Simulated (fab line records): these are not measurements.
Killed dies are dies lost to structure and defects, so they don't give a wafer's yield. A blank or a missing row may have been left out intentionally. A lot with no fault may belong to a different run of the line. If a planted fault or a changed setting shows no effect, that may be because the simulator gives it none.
Which tool is to blame?    flow sky130    13 lots with 39 wafers sampled at 5 steps, on a route of 708 steps

== WHAT EACH GAUGE READ, for each wafer ==
SKY_FIELD_ISO_THK_MEAS_02. Usual: for FIELD_ISO_OXIDATION_00_THK the level is 12.02 nm and the standard deviation is 0.2.
lot   measured     on            FIELD_ISO_OXIDATION_00_THK (nm)  flag
L717  day 1 19:34  filmMetro-04  12.30 12.35 12.22                
L718  day 1 22:29  filmMetro-04  11.85 12.10 11.92                
L719  day 2 04:25  filmMetro-01  12.27 12.03 12.33                
L720  day 2 09:11  filmMetro-01  12.13 12.18 12.14                
L721  day 2 13:35  filmMetro-04  12.04 12.04 12.07                
L722  day 2 20:32  filmMetro-03  12.16 12.29 12.05                
L723  day 3 00:58  filmMetro-01  11.64 11.80 11.80                
L733  day 5 00:38  filmMetro-03  12.02 11.91 12.13                
L734  day 5 06:11  filmMetro-03  11.95 12.02 12.14                
L735  day 5 13:01  filmMetro-04  12.07 11.99 12.05                
L737  day 5 22:34  filmMetro-03  12.18 12.15 12.17                
L738  day 6 02:37  filmMetro-04  11.77 11.88 11.54                
L739  day 6 06:39  filmMetro-03  11.96 12.20 12.10                

SKY_NWELL_OVL_MEAS_23. Usual: for NWELL_01_OVL the level is -1.4 nm and the standard deviation is 1.2.
lot   measured      on          NWELL_01_OVL (nm)  flag
L717  day 5 20:49   overlay-02  -0.8 -1.4 -1.8     
L718  day 5 21:25   overlay-02  -2.5 -0.2 -1.4     
L719  day 6 03:59   overlay-02  -1.1 -3.0 -5.3     
L720  day 6 08:19   overlay-02  -0.9 -2.7 -0.3     
L721  day 6 12:10   overlay-01  -3.1 -1.8 0.1      
L722  day 6 18:26   overlay-02  -1.3 -0.4 -2.5     
L723  day 7 00:02   overlay-02  -1.1 -0.8 -2.5     
L733  day 9 13:56   overlay-02  -1.7 -0.7 -2.2     
L734  day 9 19:56   overlay-02  -0.9 -1.3 -1.0     
L735  day 10 05:25  overlay-02  -1.6 -2.9 -0.3     
L737  day 10 16:19  overlay-01  -3.0 -1.8 -1.9     
L738  day 10 20:22  overlay-02  -0.6 -0.9 -0.6     
L739  day 11 01:52  overlay-01  -2.2 -2.0 -1.4     

== WHICH TOOL RAN EACH LOT (tool, then ch and the chambers of the sampled wafers, then the start) ==
lot   SKY_FIELD_ISO_ETCH_14             SKY_PWDE_STRIP_09                   SKY_NWELL_STRIP_14
L717  rieDiel-01 ch 1,2, day 2 13:04    plasmaAsher-02 ch 0,1, day 4 10:08  plasmaAsher-02 ch 0,1, day 5 03:28
L718  rieDiel-04 ch 1,2, day 2 16:16    plasmaAsher-02 ch 0,1, day 4 11:13  plasmaAsher-02 ch 0,1, day 5 04:23
L719  rieDiel-04 ch 0,2,3, day 2 22:05  plasmaAsher-03 ch 0,1, day 4 17:01  plasmaAsher-02 ch 0,1, day 5 10:50
L720  rieDiel-04 ch 0,1,3, day 3 02:02  plasmaAsher-02 ch 0,1, day 4 20:25  plasmaAsher-03 ch 1, day 5 14:19
L721  rieDiel-01 ch 1,2,3, day 3 07:52  plasmaAsher-02 ch 0, day 5 00:58    plasmaAsher-03 ch 0,1, day 5 18:02
L722  rieDiel-02 ch 1,2,3, day 3 13:26  plasmaAsher-02 ch 0,1, day 5 05:54  plasmaAsher-02 ch 0,1, day 5 23:23
L723  rieDiel-02 ch 0,1, day 3 18:47    plasmaAsher-03 ch 0,1, day 5 11:34  plasmaAsher-02 ch 0,1, day 6 05:14
L733  rieDiel-01 ch 2,3, day 5 19:38    plasmaAsher-02 ch 0,1, day 7 18:57  plasmaAsher-03 ch 0,1, day 8 15:58
L734  rieDiel-04 ch 0,3, day 6 00:53    plasmaAsher-01 ch 0,1, day 8 00:53  plasmaAsher-02 ch 0, day 8 22:22
L735  rieDiel-04 ch 0,2,3, day 6 09:16  plasmaAsher-01 ch 0,1, day 8 10:19  plasmaAsher-03 ch 0,1, day 9 07:32
L737  rieDiel-01 ch 0,2,3, day 6 20:02  plasmaAsher-02 ch 0,1, day 8 20:04  plasmaAsher-02 ch 0,1, day 9 18:02
L738  rieDiel-02 ch 0,1,3, day 6 23:49  plasmaAsher-02 ch 0,1, day 8 23:48  plasmaAsher-03 ch 0,1, day 9 21:49
L739  rieDiel-01 ch 1,2, day 7 03:59    plasmaAsher-03 ch 0,1, day 9 04:38  plasmaAsher-04 ch 0,1, day 10 03:04
- SKY_FIELD_ISO_ETCH_14: etches BARC in N2/H2, stops on SiO2, time 45.9 s, target depth 60 nm.
- SKY_PWDE_STRIP_09: strips in O2/N2.
- SKY_NWELL_STRIP_14: strips in O2/N2.

== WHAT THE TOOLS THEMSELVES READ (means of the sampled wafers that have a number; where no wafer has one, the mark that the record gives instead) ==
SKY_FIELD_ISO_ETCH_14. Usual: drypumpMotorCurrentA 5.9 A, standard deviation 0.43; oesProductAu 0.855 a.u., standard deviation 0.0042; throttleValvePct 13.224 %, standard deviation 0.01.
lot   tool        drypumpMotorCurrentA (A)  oesProductAu (a.u.)  throttleValvePct (%)  flag
L717  rieDiel-01  5.4                       0.853                13.223                
L718  rieDiel-04  5.8                       0.855                13.226                
L719  rieDiel-04  5.8                       0.857                13.219                
L720  rieDiel-04  6.1                       0.853                13.218                
L721  rieDiel-01  5.6                       0.854                13.219                
L722  rieDiel-02  5.9                       0.853                13.226                
L723  rieDiel-02  6.0                       0.859                13.209                
L733  rieDiel-01  5.5                       0.853                13.224                
L734  rieDiel-04  6.3                       0.853                13.231                
L735  rieDiel-04  5.8                       0.854                13.224                
L737  rieDiel-01  5.8                       0.859                13.226                
L738  rieDiel-02  6.0                       0.855                13.233                
L739  rieDiel-01  5.4                       0.851                13.222                

SKY_PWDE_STRIP_09. Usual: drypumpMotorCurrentA 5.8 A, standard deviation 0.57; oesProductAu 0.723 a.u., standard deviation 0.0044; stripTimeToEndpointS 36.89 s, standard deviation 0.11.
lot   tool            drypumpMotorCurrentA (A)  oesProductAu (a.u.)  stripTimeToEndpointS (s)  flag
L717  plasmaAsher-02  5.4                       0.719                37.06                     
L718  plasmaAsher-02  6.0                       0.722                36.89                     
L719  plasmaAsher-03  6.2                       0.726                36.84                     
L720  plasmaAsher-02  6.0                       0.723                36.88                     
L721  plasmaAsher-02  6.6                       0.724                36.88                     
L722  plasmaAsher-02  6.0                       0.969                -                         OFF
L723  plasmaAsher-03  6.1                       0.722                36.86                     
L733  plasmaAsher-02  5.5                       0.727                36.85                     
L734  plasmaAsher-01  5.8                       0.721                37.08                     
L735  plasmaAsher-01  5.8                       0.722                36.72                     
L737  plasmaAsher-02  5.4                       0.720                36.77                     
L738  plasmaAsher-02  5.4                       0.722                36.85                     
L739  plasmaAsher-03  6.2                       0.725                36.80                     

SKY_NWELL_STRIP_14. Usual: drypumpMotorCurrentA 6.0 A, standard deviation 0.62; oesProductAu 0.722 a.u., standard deviation 0.0044; stripTimeToEndpointS 36.89 s, standard deviation 0.089.
lot   tool            drypumpMotorCurrentA (A)  oesProductAu (a.u.)  stripTimeToEndpointS (s)  flag
L717  plasmaAsher-02  5.5                       0.723                36.93                     
L718  plasmaAsher-02  5.4                       0.720                36.80                     
L719  plasmaAsher-02  5.4                       0.727                36.97                     
L720  plasmaAsher-03  6.3                       0.728                36.89                     
L721  plasmaAsher-03  6.2                       0.720                36.79                     
L722  plasmaAsher-02  6.0                       0.725                39.45                     OFF
L723  plasmaAsher-02  6.0                       0.720                36.87                     
L733  plasmaAsher-03  6.1                       0.719                36.87                     
L734  plasmaAsher-02  6.6                       0.718                37.04                     
L735  plasmaAsher-03  6.2                       0.721                36.73                     
L737  plasmaAsher-02  5.4                       0.722                36.82                     
L738  plasmaAsher-03  6.2                       0.721                36.97                     
L739  plasmaAsher-04  6.4                       0.722                36.79                     

== THE ANSWER, worked out from the rows above alone ==
Rule: lot off if the mean of its wafers having a number is beyond 3 standard deviations from the usual mean. A lot without any number at a reading at which 4 lots or more have one is off too. Any other lot the step has rows for is counted as sound. First the gauges in route order, then the tools' own readings, where a lot's mean is used as printed above. At the first step where some lot is off, the reading lying furthest off is the one used; lots without a number count as furthest.
Off, at SKY_PWDE_STRIP_09 on stripTimeToEndpointS: L722. Without a number there: L722.
If a tool, at that step or one of the process steps before it, ran each lot that is off and ran no sound lot following the first of them, it fits. No candidate that was tried fits.

== WHAT THE SIMULATOR HAD INSERTED ==
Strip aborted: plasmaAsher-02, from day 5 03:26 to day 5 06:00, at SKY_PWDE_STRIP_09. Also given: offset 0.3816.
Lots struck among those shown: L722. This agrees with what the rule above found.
